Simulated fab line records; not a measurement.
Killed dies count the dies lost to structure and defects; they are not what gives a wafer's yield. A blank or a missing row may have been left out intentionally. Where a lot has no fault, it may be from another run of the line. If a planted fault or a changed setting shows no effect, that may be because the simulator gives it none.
Struck lot and sound lot, side by side -- flow sky130 -- 23 out of 708 route steps
Sound: the wafers L192.2, L192.4, L192.6. Struck: wafer L198.1. (L198.4, L198.6 of the same lot were not struck and are left out.) The cause comes at the end.
Per side, at each step with rows, come the tool, then ch with its chambers, and then its first start. Under that, the readings that differ: sound wafers -- struck wafers -- difference of the means -- sigmas: that difference in standard deviations of wafers without a fault.
alike: readings with means less than 2 such deviations apart, plus words and numbers identical on both sides. not compared: withheld readings, readings lacking a value on some wafer, bounds such as >300 that could conceal the same value, and numbers that have no deviation in the record and whose values overlap.
Wherever a step has rows on one side only, a row that says differs or no value, or a row with sigmas, the two part there. Numbers that don't overlap but have no deviation are shown without sigmas and don't part them. Lack of a reading on every wafer of one side parts them only where that side has two or more wafers.

first, 1 step without rows for these wafers: SKY_LI_CONTACT_PRE_CLEAN_18 (time 5.6 s).
SKY_LI_CONTACT_SPUTTER_19: material Ti, target thk 20 nm, time 106.37 s.
  struck on pvd-sputter-04, day 34 17:08; sound on pvd-sputter-04, day 32 14:08
  alike: throttle-valve-pct
SKY_LI_CONTACT_SPUTTER_20: material TiN, target thk 20 nm, time 80 s.
  struck on pvd-sputter-04, day 34 17:13; sound on pvd-sputter-04, day 32 14:13
  alike: throttle-valve-pct
then, 1 step without rows for these wafers: SKY_LI_CONTACT_CVD_21 (deposits W, target thk 400 nm, time 120.56 s).
SKY_LI_CONTACT_RS_MEAS_22: the measuring method here is four-point-probe.
  struck on film-metro-02, day 34 17:24; sound on film-metro-03, day 32 14:25
  alike: LI_CONTACT_W_RS
SKY_LI_CONTACT_THK_MEAS_23: measures by xrf.
  struck on film-metro-02, day 34 17:31; sound on film-metro-03, day 32 14:32
  alike: LI_CONTACT_W_THK
SKY_LI_CONTACT_CMP_24: polishes, stops on PSG, t overpolish 20 s, target thk 0 nm.
  sound on cmp-01 ch 0,1,2, day 32 14:41; struck on cmp-02 ch 0, day 34 17:35
reading,sound,struck,difference,sigmas
time-to-endpoint-s (s),107 104 104,98,-7,-2
  alike: edge-zone-pressure-frac, motor-current-A, overpolish-run-s
SKY_LOCAL_INTERCONNECT_SPUTTER_00: material TiN, target thk 100 nm, time 83.3 s.
  struck on pvd-sputter-01, day 34 17:53; sound on pvd-sputter-02, day 32 14:53
  alike: susceptor-temp-C, throttle-valve-pct
SKY_LOCAL_INTERCONNECT_RS_MEAS_01: the measuring method here is four-point-probe.
  struck on film-metro-03, day 34 17:56; sound on film-metro-02, day 32 14:58
  alike: LOCAL_INTERCONNECT_TIN_RS
SKY_LOCAL_INTERCONNECT_THK_MEAS_02: measures by xrf.
  struck on film-metro-03, day 34 18:04; sound on film-metro-02, day 32 15:04
  alike: LOCAL_INTERCONNECT_TIN_THK
then, 2 steps without rows for these wafers: SKY_LOCAL_INTERCONNECT_DEHYDRATE_03 (time 60 s); SKY_LOCAL_INTERCONNECT_HMDS_04 (prime time 60 s).
SKY_LOCAL_INTERCONNECT_COAT_05: resist thk 60 nm.
  sound on litho-track-02 ch 0, day 33 04:29; struck on litho-track-02 ch 0, day 35 06:58
  not compared: resist-line-temp-C
then, 5 steps without rows for these wafers: SKY_LOCAL_INTERCONNECT_COAT_06 (resist thk 450 nm); SKY_LOCAL_INTERCONNECT_SOFTBAKE_07 (time 90 s); SKY_LOCAL_INTERCONNECT_EXPOSE_08 (exposes mask LI1M, target cd 170 nm); SKY_LOCAL_INTERCONNECT_PEB_09; SKY_LOCAL_INTERCONNECT_DEVELOP_10 (develop time 60 s).
SKY_LOCAL_INTERCONNECT_CD_MEAS_11: target cd 170 nm.
  struck on cd-sem-01, day 35 20:31; sound on cd-sem-01, day 33 18:26
  alike: cd-nm
SKY_LOCAL_INTERCONNECT_OVL_MEAS_12:
  struck on overlay-01, day 35 20:38; sound on overlay-02, day 33 18:32
  alike: LOCAL_INTERCONNECT_OVL
SKY_LOCAL_INTERCONNECT_ETCH_13: etches BARC in N2/H2, stops on SiO2, time 45.9 s, target depth 60 nm.
  sound on rie-metal-04 ch 0,1, day 33 18:34; struck on rie-metal-03 ch 0, day 35 20:40
reading,sound,struck,difference,sigmas
oes-product-au (a.u.),0.857 0.850 0.852,0.886,+0.033,+7
model.etch.depth-nm (nm),59.74 59.97 59.94,64.4,+4.5,
  alike: drypump-motor-current-A, he-backside-leak-sccm, throttle-valve-pct
  not compared: rf-hours-counter-h
SKY_LOCAL_INTERCONNECT_METAL_ETCH_14: etches TiN in Cl2/BCl3, stops on PSG, target depth 110 nm, time 31.4 s.
  sound on rie-metal-04 ch 0,1, day 33 18:38; struck on rie-metal-03 ch 0, day 35 20:44
reading,sound,struck,difference,sigmas
throttle-valve-pct (%),21.920 21.901 21.911,21.891,-0.020,-2
  alike: drypump-motor-current-A, he-backside-leak-sccm, oes-product-au
  not compared: rf-hours-counter-h
following that, these wafers have no rows for 1 step: SKY_PAD_OPEN_PROBE_99.

== WHERE THEY PART ==
First at SKY_LI_CONTACT_CMP_24; last, within this record, at SKY_LOCAL_INTERCONNECT_METAL_ETCH_14.

WHY: what the simulator had put in
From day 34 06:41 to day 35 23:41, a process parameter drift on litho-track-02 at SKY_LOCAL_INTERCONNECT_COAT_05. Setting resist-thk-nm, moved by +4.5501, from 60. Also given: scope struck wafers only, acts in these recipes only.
